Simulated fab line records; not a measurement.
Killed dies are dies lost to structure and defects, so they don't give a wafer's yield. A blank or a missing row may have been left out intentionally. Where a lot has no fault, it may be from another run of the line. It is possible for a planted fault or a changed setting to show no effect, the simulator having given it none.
fab line records ; flow gf180mcu
record lots=5; wafers=15; last_day=34
route steps=602 shown VT_IMPLANT@118 MVSD@136 NWELL@137 LVPWELL@138
lots that met no fault: taken from a fault-free run of the same line
start_h: start of the lot's first displayed wafer, in hours after the record's first day ; wait_h: how many hours have passed since the lot's step before this one ; " same as the row above ; L1.1+2: a row that stands for several wafers ; - either no value or no given start ; * or withheld: withheld ; < > ~ a bound
route shown NAME@n: NAME is a module with steps in the file, n the number in the route of the first one ; usual: mean/standard deviation taken from wafers without a fault ; same: alike in all rows ; chamber/n: place in a boat ; sites: the reading at each site ; _std_site: how widely they spread, as a standard deviation ; _edge_site: the outer-site mean with the inner-site mean subtracted ; radius_mm: how far each site lies from the wafer's centre ; mask NAME#n: copy n ; behind: the most recent tool/chamber to have shaped the wafer ; hold: what put the lot on hold/how long, in hours/how the hold closed ; device: transistor that didn't switch, given as n, p or np ; end of line: tests of these same wafers at the route's end ; a step without rows: its recipe alone ; killed: dies that structure and defects cost at the first sort, which is not the same as the wafer's yield ; map: dies across one wafer; x = killed, . = not, _ = none there
set.NAME: setting as actually run; set.NAME@STEP: the setting as run at that earlier step ; model.NAME: the simulator's own value behind a step, which no gauge read
lots at some steps of the route; a table a step, a row a wafer
services: the hour from which a tool's chamber was out of use, counted from the record's first day as start_h (under 0 if before that day), plus the number of hours and why
## steps
# step GF_VT_IMPLANT_DEVELOP_28
# recipe develop_time_s=60; dev_temp_c=23.81
lot.wafer;tool;chamber;start_h;wait_h
L074.2+4+6;litho_track-03;0;141.88;0.1
L082.1+3+4;litho_track-03;0;193.66;0.1
L087.2+3+6;litho_track-04;0;226.25;0.1
L095.1+5+6;litho_track-02;0;275.97;0.1
L096.1+5+6;litho_track-02;0;283.67;0.1
# step GF_VT_IMPLANT_OVL_MEAS_29
# usual VT_IMPLANT_02_OVL=0.4/1.1
lot.wafer;tool;chamber;start_h;wait_h;VT_IMPLANT_02_OVL[nm]
L074.2;overlay-01;-;142.01;0.1;-1.5
L074.4;overlay-01;-;142.01;0.1;-1.5
L074.6;overlay-01;-;142.01;0.1;-0.9
L082.1;overlay-02;-;193.81;0.1;0.6
L082.3;overlay-02;-;193.81;0.1;2.4
L082.4;overlay-02;-;193.81;0.1;0.7
L087.2;overlay-02;-;226.38;0.1;-0.3
L087.3;overlay-02;-;226.38;0.1;-1.0
L087.6;overlay-02;-;226.38;0.1;1.0
L095.1;overlay-01;-;276.12;0.1;2.5
L095.5;overlay-01;-;276.12;0.1;1.2
L095.6;overlay-01;-;276.12;0.1;1.5
L096.1;overlay-02;-;283.82;0.1;0.7
L096.5;overlay-02;-;283.82;0.1;2.1
L096.6;overlay-02;-;283.82;0.1;2.4
# step GF_VT_IMPLANT_IMPLANT_30
# recipe species=B; energy_kev=25; dose_cm2=2.534e+12; tilt_deg=7
# usual beam_on_s=9.98/0.21
# same implant_ion_amu=11
lot.wafer;tool;chamber;start_h;wait_h;beam_on_s
L074.2;implanter-03;0;142.07;0.0;9.98
L074.4;implanter-03;0;142.07;0.0;10.31
L074.6;implanter-03;0;142.07;0.0;9.80
L082.1;implanter-04;0;193.84;0.0;10.28
L082.3;implanter-04;0;193.84;0.0;9.76
L082.4;implanter-04;0;193.84;0.0;9.84
L087.2;implanter-04;0;226.44;0.0;10.00
L087.3;implanter-04;0;226.44;0.0;9.91
L087.6;implanter-04;0;226.44;0.0;9.96
L095.1;implanter-03;0;276.16;0.0;10.17
L095.5;implanter-03;0;276.16;0.0;10.09
L095.6;implanter-03;0;276.16;0.0;10.20
L096.1;implanter-03;0;283.86;0.0;10.15
L096.5;implanter-03;0;283.86;0.0;10.13
L096.6;implanter-03;0;283.86;0.0;9.59
# step GF_VT_IMPLANT_STRIP_31
# recipe chemistry=O2/N2; power_w=1400; pressure_mtorr=1500; platen_temp_c=250; o2_flow_sccm=3000; n2_flow_sccm=300; overash_fraction=0.5
# usual chamber_pressure_mTorr=1500.2/1.2; drypump_motor_current_A=5.74/0.27; heater_power_w=363/21; oes_product_au=0.715/0.0047; strip_time_to_endpoint_s=12.63/0.034
lot.wafer;tool;chamber;start_h;wait_h;chamber_pressure_mTorr;drypump_motor_current_A;heater_power_w;oes_product_au;rf_hours_counter_h;strip_time_to_endpoint_s
L074.2;plasma_asher-04;0;142.19;0.1;1499.9;5.71;407;0.712;2;12.62
L074.4;plasma_asher-04;1;142.19;0.1;1500.7;5.59;368;0.720;-;12.56
L074.6;plasma_asher-04;0;142.19;0.1;1500.6;5.71;408;0.718;-;12.60
L082.1;plasma_asher-02;1;193.99;0.1;1500.2;6.05;343;0.713;41;12.64
L082.3;plasma_asher-02;0;193.99;0.1;1500.4;5.39;365;0.717;-;12.63
L082.4;plasma_asher-02;1;193.99;0.1;1498.2;6.10;336;0.720;-;12.61
L087.2;plasma_asher-02;1;226.56;0.1;1498.5;6.09;336;0.719;45;12.65
L087.3;plasma_asher-02;0;226.56;0.1;1500.0;5.40;360;0.720;-;12.65
L087.6;plasma_asher-02;1;226.56;0.1;1499.9;6.06;343;0.715;-;12.65
L095.1;plasma_asher-03;0;276.31;0.1;1499.8;5.60;354;0.713;66;12.63
L095.5;plasma_asher-03;1;276.31;0.1;1499.8;6.08;356;0.714;-;12.62
L095.6;plasma_asher-03;0;276.31;0.1;1500.3;5.58;364;0.716;-;12.67
L096.1;plasma_asher-02;1;284.01;0.1;1501.8;6.04;337;0.713;51;12.67
L096.5;plasma_asher-02;0;284.01;0.1;1499.9;5.41;356;0.719;-;12.68
L096.6;plasma_asher-02;1;284.01;0.1;1500.5;6.06;336;0.724;-;12.66
# step GF_VT_IMPLANT_TW_MEAS_32
# usual VT_IMPLANT_3_TW=268.3/1.4
lot.wafer;tool;chamber;start_h;wait_h;VT_IMPLANT_3_TW
L074.2;film_metro-04;-;142.30;0.1;269.2
L074.4;film_metro-04;-;142.30;0.1;268.6
L074.6;film_metro-04;-;142.30;0.1;268.8
L082.1;film_metro-04;-;194.09;0.1;267.8
L082.3;film_metro-04;-;194.09;0.1;267.8
L082.4;film_metro-04;-;194.09;0.1;268.7
L087.2;film_metro-01;-;226.67;0.1;267.1
L087.3;film_metro-01;-;226.67;0.1;266.8
L087.6;film_metro-01;-;226.67;0.1;268.7
L095.1;film_metro-02;-;276.41;0.1;267.2
L095.5;film_metro-02;-;276.41;0.1;267.9
L095.6;film_metro-02;-;276.41;0.1;267.3
L096.1;film_metro-02;-;284.11;0.1;268.5
L096.5;film_metro-02;-;284.11;0.1;268.0
L096.6;film_metro-02;-;284.11;0.1;268.6
# step GF_VT_IMPLANT_DEHYDRATE_33
# recipe temp_c=200; time_s=60
lot.wafer;tool;chamber;start_h;wait_h
L074.2+4+6;litho_track-04;0;149.45;7.1
L082.1+3+4;litho_track-04;0;202.33;8.2
L087.2+3+6;litho_track-03;0;235.43;8.7
L095.1+5+6;litho_track-03;0;284.81;8.4
L096.1+5+6;litho_track-03;0;293.61;9.5
# step GF_VT_IMPLANT_HMDS_34
# recipe prime_time_s=60; prime_temp_c=120
lot.wafer;tool;chamber;start_h;wait_h
L074.2+4+6;litho_track-04;0;149.60;0.1
L082.1+3+4;litho_track-04;0;202.48;0.1
L087.2+3+6;litho_track-03;0;235.58;0.1
L095.1+5+6;litho_track-03;0;284.96;0.1
L096.1+5+6;litho_track-03;0;293.76;0.1
# step GF_VT_IMPLANT_COAT_35
# recipe resist=NOVOLAK; spin_rpm=3000; resist_thk_nm=1000
lot.wafer;tool;chamber;start_h;wait_h
L074.2+4+6;litho_track-04;0;149.75;0.1
L082.1+3+4;litho_track-04;0;202.63;0.1
L087.2+3+6;litho_track-03;0;235.73;0.1
L095.1+5+6;litho_track-03;0;285.11;0.1
L096.1+5+6;litho_track-03;0;293.91;0.1
# step GF_VT_IMPLANT_SOFTBAKE_36
# recipe temp_c=90; time_s=60; resist=NOVOLAK
lot.wafer;tool;chamber;start_h;wait_h
L074.2+4+6;litho_track-04;0;149.90;0.1
L082.1+3+4;litho_track-04;0;202.78;0.1
L087.2+3+6;litho_track-03;0;235.88;0.1
L095.1+5+6;litho_track-03;0;285.26;0.1
L096.1+5+6;litho_track-03;0;294.06;0.1
# step GF_VT_IMPLANT_EXPOSE_37
# recipe mask_id=Nwell_HV_AREA; target_cd_nm=860; na=0.6; source_shape=conventional; sigma_outer=0.6; dose_mj=140
# usual focus_offset_nm=0.1/0.51
# same na=0.6
lot.wafer;tool;chamber;start_h;wait_h;mask;focus_offset_nm
L074.2;iline_stepper-02;0;-;-;Nwell_HV_AREA#0;0.1
L074.4;iline_stepper-02;0;-;-;Nwell_HV_AREA#0;0.1
L074.6;iline_stepper-02;0;-;-;Nwell_HV_AREA#0;-0.3
L082.1;iline_stepper-01;0;-;-;Nwell_HV_AREA#0;0.6
L082.3;iline_stepper-01;0;-;-;Nwell_HV_AREA#0;0.6
L082.4;iline_stepper-01;0;-;-;Nwell_HV_AREA#0;0.6
L087.2;iline_stepper-02;0;-;-;Nwell_HV_AREA#0;0.5
L087.3;iline_stepper-02;0;-;-;Nwell_HV_AREA#0;-0.7
L087.6;iline_stepper-02;0;-;-;Nwell_HV_AREA#0;-0.6
L095.1;iline_stepper-02;0;-;-;Nwell_HV_AREA#0;0.6
L095.5;iline_stepper-02;0;-;-;Nwell_HV_AREA#0;-0.1
L095.6;iline_stepper-02;0;-;-;Nwell_HV_AREA#0;0.2
L096.1;iline_stepper-02;0;-;-;Nwell_HV_AREA#0;-0.9
L096.5;iline_stepper-02;0;-;-;Nwell_HV_AREA#0;-0.1
L096.6;iline_stepper-02;0;-;-;Nwell_HV_AREA#0;-0.5
# step GF_VT_IMPLANT_PEB_38
# recipe temp_c=withheld; time_s=*; resist=NOVOLAK
lot.wafer;tool;chamber;start_h;wait_h
L074.2+4+6;litho_track-02;0;-;-
L082.1+3+4;litho_track-04;0;-;-
L087.2+3+6;litho_track-02;0;-;-
L095.1+5+6;litho_track-04;0;-;-
L096.1+5+6;litho_track-04;0;-;-
# step GF_VT_IMPLANT_DEVELOP_39
# recipe develop_time_s=60; dev_temp_c=23
lot.wafer;tool;chamber;start_h;wait_h
L074.2+4+6;litho_track-02;0;157.75;0.1
L082.1+3+4;litho_track-04;0;211.08;0.1
L087.2+3+6;litho_track-02;0;243.90;0.1
L095.1+5+6;litho_track-04;0;295.33;0.1
L096.1+5+6;litho_track-04;0;303.98;0.1
# step GF_VT_IMPLANT_OVL_MEAS_40
# usual VT_IMPLANT_03_OVL=0.1/1.6
lot.wafer;tool;chamber;start_h;wait_h;VT_IMPLANT_03_OVL[nm]
L074.2;overlay-02;-;157.88;0.1;1.9
L074.4;overlay-02;-;157.88;0.1;2.0
L074.6;overlay-02;-;157.88;0.1;0.7
L082.1;overlay-02;-;211.23;0.1;-1.7
L082.3;overlay-02;-;211.23;0.1;-0.7
L082.4;overlay-02;-;211.23;0.1;-1.6
L087.2;overlay-02;-;244.03;0.1;-1.5
L087.3;overlay-02;-;244.03;0.1;1.2
L087.6;overlay-02;-;244.03;0.1;-1.0
L095.1;overlay-02;-;295.48;0.1;1.2
L095.5;overlay-02;-;295.48;0.1;2.2
L095.6;overlay-02;-;295.48;0.1;2.4
L096.1;overlay-02;-;304.13;0.1;-1.4
L096.5;overlay-02;-;304.13;0.1;-0.1
L096.6;overlay-02;-;304.13;0.1;0.9
# step GF_VT_IMPLANT_IMPLANT_41
# recipe species=As; energy_kev=70; dose_cm2=1.013e+12; tilt_deg=7
# usual beam_on_s=9.98/0.18
# same implant_ion_amu=75
lot.wafer;tool;chamber;start_h;wait_h;beam_on_s
L074.2;implanter-01;0;157.93;0.0;10.03
L074.4;implanter-01;0;157.93;0.0;10.00
L074.6;implanter-01;0;157.93;0.0;10.14
L082.1;implanter-04;0;211.26;0.0;10.47
L082.3;implanter-04;0;211.26;0.0;10.13
L082.4;implanter-04;0;211.26;0.0;9.89
L087.2;implanter-04;0;244.08;0.0;9.80
L087.3;implanter-04;0;244.08;0.0;9.83
L087.6;implanter-04;0;244.08;0.0;9.84
L095.1;implanter-04;0;295.51;0.0;10.26
L095.5;implanter-04;0;295.51;0.0;10.07
L095.6;implanter-04;0;295.51;0.0;9.80
L096.1;implanter-03;0;304.16;0.0;10.21
L096.5;implanter-03;0;304.16;0.0;10.18
L096.6;implanter-03;0;304.16;0.0;10.01
# step GF_VT_IMPLANT_STRIP_42
# recipe chemistry=O2/N2; power_w=1400; pressure_mtorr=1500; platen_temp_c=250; o2_flow_sccm=3000; n2_flow_sccm=300; overash_fraction=0.5
# usual chamber_pressure_mTorr=1500.1/1.4; drypump_motor_current_A=5.74/0.25; heater_power_w=365/22; oes_product_au=0.716/0.0047; strip_time_to_endpoint_s=12.63/0.049
lot.wafer;tool;chamber;start_h;wait_h;chamber_pressure_mTorr;drypump_motor_current_A;heater_power_w;oes_product_au;rf_hours_counter_h;strip_time_to_endpoint_s
L074.2;plasma_asher-03;1;158.06;0.1;1498.1;6.05;346;0.714;53;12.59
L074.4;plasma_asher-03;1;158.06;0.1;1500.3;6.08;353;0.709;-;12.62
L074.6;plasma_asher-03;1;158.06;0.1;1501.8;6.06;359;0.715;-;12.57
L082.1;plasma_asher-02;0;211.41;0.1;1503.3;5.39;361;0.714;43;12.64
L082.3;plasma_asher-02;0;211.41;0.1;1500.9;5.39;360;0.718;-;12.59
L082.4;plasma_asher-02;1;211.41;0.1;1501.9;6.03;337;0.714;-;12.62
L087.2;plasma_asher-02;1;244.21;0.1;1500.9;6.08;342;0.717;47;12.64
L087.3;plasma_asher-02;1;244.21;0.1;1498.3;6.09;335;0.717;-;12.65
L087.6;plasma_asher-02;0;244.21;0.1;1499.9;5.41;360;0.723;-;12.63
L095.1;plasma_asher-03;0;295.66;0.1;1501.2;5.61;370;0.725;68;12.66
L095.5;plasma_asher-03;1;295.66;0.1;1500.1;6.06;346;0.714;-;12.68
L095.6;plasma_asher-03;0;295.66;0.1;1500.8;5.58;355;0.715;-;12.67
L096.1;plasma_asher-02;1;304.31;0.1;1500.0;6.06;340;0.723;53;12.68
L096.5;plasma_asher-02;0;304.31;0.1;1500.0;5.36;366;0.710;-;12.66
L096.6;plasma_asher-02;1;304.31;0.1;1498.6;6.09;334;0.723;-;12.69
# step GF_VT_IMPLANT_TW_MEAS_43
# usual VT_IMPLANT_4_TW=691/3.5
lot.wafer;tool;chamber;start_h;wait_h;VT_IMPLANT_4_TW
L074.2;film_metro-04;-;158.17;0.1;690
L074.4;film_metro-04;-;158.17;0.1;689
L074.6;film_metro-04;-;158.17;0.1;690
L082.1;film_metro-04;-;211.51;0.1;687
L082.3;film_metro-04;-;211.51;0.1;692
L082.4;film_metro-04;-;211.51;0.1;689
L087.2;film_metro-04;-;244.32;0.1;690
L087.3;film_metro-04;-;244.32;0.1;691
L087.6;film_metro-04;-;244.32;0.1;695
L095.1;film_metro-01;-;295.76;0.1;688
L095.5;film_metro-01;-;295.76;0.1;688
L095.6;film_metro-01;-;295.76;0.1;687
L096.1;film_metro-04;-;304.41;0.1;696
L096.5;film_metro-04;-;304.41;0.1;695
L096.6;film_metro-04;-;304.41;0.1;696
# step GF_VT_IMPLANT_CLEAN_44
# recipe chemistry=SC1/SC2; mix=1:4:20; temp_c=70; time_s=150; dry=n2_spin
# usual bath_guard_temp_C=69.9/0.62
lot.wafer;tool;chamber;start_h;wait_h;bath_guard_temp_C
L074.2;wet_bench-01;0;158.22;0.0;70.1
L074.4;wet_bench-01;0;158.22;0.0;70.3
L074.6;wet_bench-01;0;158.22;0.0;69.9
L082.1;wet_bench-03;3;211.57;0.1;69.8
L082.3;wet_bench-03;3;211.57;0.1;70.1
L082.4;wet_bench-03;3;211.57;0.1;70.2
L087.2;wet_bench-01;2;244.37;0.0;69.2
L087.3;wet_bench-01;2;244.37;0.0;69.4
L087.6;wet_bench-01;2;244.37;0.0;69.2
L095.1;wet_bench-01;3;295.82;0.1;68.4
L095.5;wet_bench-01;3;295.82;0.1;68.3
L095.6;wet_bench-01;3;295.82;0.1;68.4
L096.1;wet_bench-03;0;304.47;0.1;70.7
L096.5;wet_bench-03;0;304.47;0.1;70.5
L096.6;wet_bench-03;0;304.47;0.1;70.2
# step GF_VT_IMPLANT_RTA_45
# recipe temp_c=1050; time_s=30; ambient=N2
# usual lamp_power_pct=38.7/0.66; wafer_temp_C_max=1053.7/0.75
lot.wafer;tool;chamber;start_h;wait_h;lamp_power_pct;wafer_temp_C_max
L074.2;rtp_anneal-02;0;158.30;0.0;38.1;1052.6
L074.4;rtp_anneal-02;0;158.30;0.0;38.2;1054.0
L074.6;rtp_anneal-02;0;158.30;0.0;38.1;1053.0
L082.1;rtp_anneal-02;0;211.62;0.0;38.1;1053.5
L082.3;rtp_anneal-02;0;211.62;0.0;38.1;1054.5
L082.4;rtp_anneal-02;0;211.62;0.0;38.0;1053.6
L087.2;rtp_anneal-01;0;244.43;0.0;39.3;1053.4
L087.3;rtp_anneal-01;0;244.43;0.0;39.5;1054.9
L087.6;rtp_anneal-01;0;244.43;0.0;39.4;1054.4
L095.1;rtp_anneal-01;0;295.87;0.0;39.5;1053.9
L095.5;rtp_anneal-01;0;295.87;0.0;39.4;1053.2
L095.6;rtp_anneal-01;0;295.87;0.0;39.4;1053.0
L096.1;rtp_anneal-01;0;304.52;0.0;39.4;1053.8
L096.5;rtp_anneal-01;0;304.52;0.0;39.4;1054.4
L096.6;rtp_anneal-01;0;304.52;0.0;39.4;1054.7
# step GF_VT_IMPLANT_RS_MEAS_46
# recipe thk_meas_gauge=four-point-probe
# usual MVSD_RS=444.7/1.1
lot.wafer;tool;chamber;start_h;wait_h;MVSD_RS[ohm/sq]
L074.2;film_metro-01;-;158.40;0.1;445.9
L074.4;film_metro-01;-;158.40;0.1;445.1
L074.6;film_metro-01;-;158.40;0.1;446.4
L082.1;film_metro-01;-;211.72;0.1;443.4
L082.3;film_metro-01;-;211.72;0.1;443.3
L082.4;film_metro-01;-;211.72;0.1;445.3
L087.2;film_metro-02;-;244.54;0.1;443.3
L087.3;film_metro-02;-;244.54;0.1;445.0
L087.6;film_metro-02;-;244.54;0.1;443.2
L095.1;film_metro-03;-;295.97;0.1;445.0
L095.5;film_metro-03;-;295.97;0.1;446.5
L095.6;film_metro-03;-;295.97;0.1;444.9
L096.1;film_metro-03;-;304.62;0.1;446.6
L096.5;film_metro-03;-;304.62;0.1;445.5
L096.6;film_metro-03;-;304.62;0.1;444.8
# step GF_VT_IMPLANT_RS_MEAS_47
# recipe thk_meas_gauge=four-point-probe
# usual NWELL_RS=488.3/1.3
lot.wafer;tool;chamber;start_h;wait_h;NWELL_RS[ohm/sq]
L074.2;film_metro-01;-;158.52;0.1;487.9
L074.4;film_metro-01;-;158.52;0.1;489.0
L074.6;film_metro-01;-;158.52;0.1;487.8
L082.1;film_metro-01;-;211.84;0.1;486.1
L082.3;film_metro-01;-;211.84;0.1;485.9
L082.4;film_metro-01;-;211.84;0.1;487.2
L087.2;film_metro-02;-;244.66;0.1;487.4
L087.3;film_metro-02;-;244.66;0.1;485.6
L087.6;film_metro-02;-;244.66;0.1;486.4
L095.1;film_metro-03;-;296.09;0.1;488.9
L095.5;film_metro-03;-;296.09;0.1;488.1
L095.6;film_metro-03;-;296.09;0.1;487.2
L096.1;film_metro-03;-;304.74;0.1;489.8
L096.5;film_metro-03;-;304.74;0.1;489.0
L096.6;film_metro-03;-;304.74;0.1;489.2
# step GF_VT_IMPLANT_RS_MEAS_48
# recipe thk_meas_gauge=four-point-probe
# usual LVPWELL_RS=1197.3/2.4
lot.wafer;tool;chamber;start_h;wait_h;LVPWELL_RS[ohm/sq]
L074.2;film_metro-01;-;158.64;0.1;1199.6
L074.4;film_metro-01;-;158.64;0.1;1196.3
L074.6;film_metro-01;-;158.64;0.1;1199.9
L082.1;film_metro-01;-;211.96;0.1;1200.9
L082.3;film_metro-01;-;211.96;0.1;1196.5
L082.4;film_metro-01;-;211.96;0.1;1198.4
L087.2;film_metro-02;-;244.78;0.1;1199.7
L087.3;film_metro-02;-;244.78;0.1;1202.0
L087.6;film_metro-02;-;244.78;0.1;1197.8
L095.1;film_metro-03;-;296.21;0.1;1195.1
L095.5;film_metro-03;-;296.21;0.1;1196.0
L095.6;film_metro-03;-;296.21;0.1;1195.5
L096.1;film_metro-03;-;304.86;0.1;1197.4
L096.5;film_metro-03;-;304.86;0.1;1195.7
L096.6;film_metro-03;-;304.86;0.1;1198.5
## services
tool;chamber;start_h;hours;kind
plasma_asher-04;0;120.27;-;clean
plasma_asher-04;1;120.27;-;clean
iline_stepper-02;0;125.22;-;calibration
iline_stepper-01;-;128.06;28.9;pm
plasma_asher-04;-;156.15;3.7;repair
plasma_asher-02;-;159.81;2.4;repair
iline_stepper-02;-;169.08;2.1;pm
iline_stepper-02;-;171.16;-;consumable_replace:lamp
iline_stepper-02;-;192.12;3.5;repair
implanter-01;-;204.88;6.6;pm
iline_stepper-02;-;212.31;4.4;pm
iline_stepper-02;-;216.76;1.7;pm
implanter-04;-;217.06;2.2;pm
implanter-03;-;228.37;5.5;pm
iline_stepper-01;-;236.72;1.7;pm
plasma_asher-04;-;241.35;14.6;pm
iline_stepper-01;0;252.01;-;calibration
plasma_asher-04;-;284.80;1.0;repair
iline_stepper-01;-;286.40;33.8;repair
## key
fault none
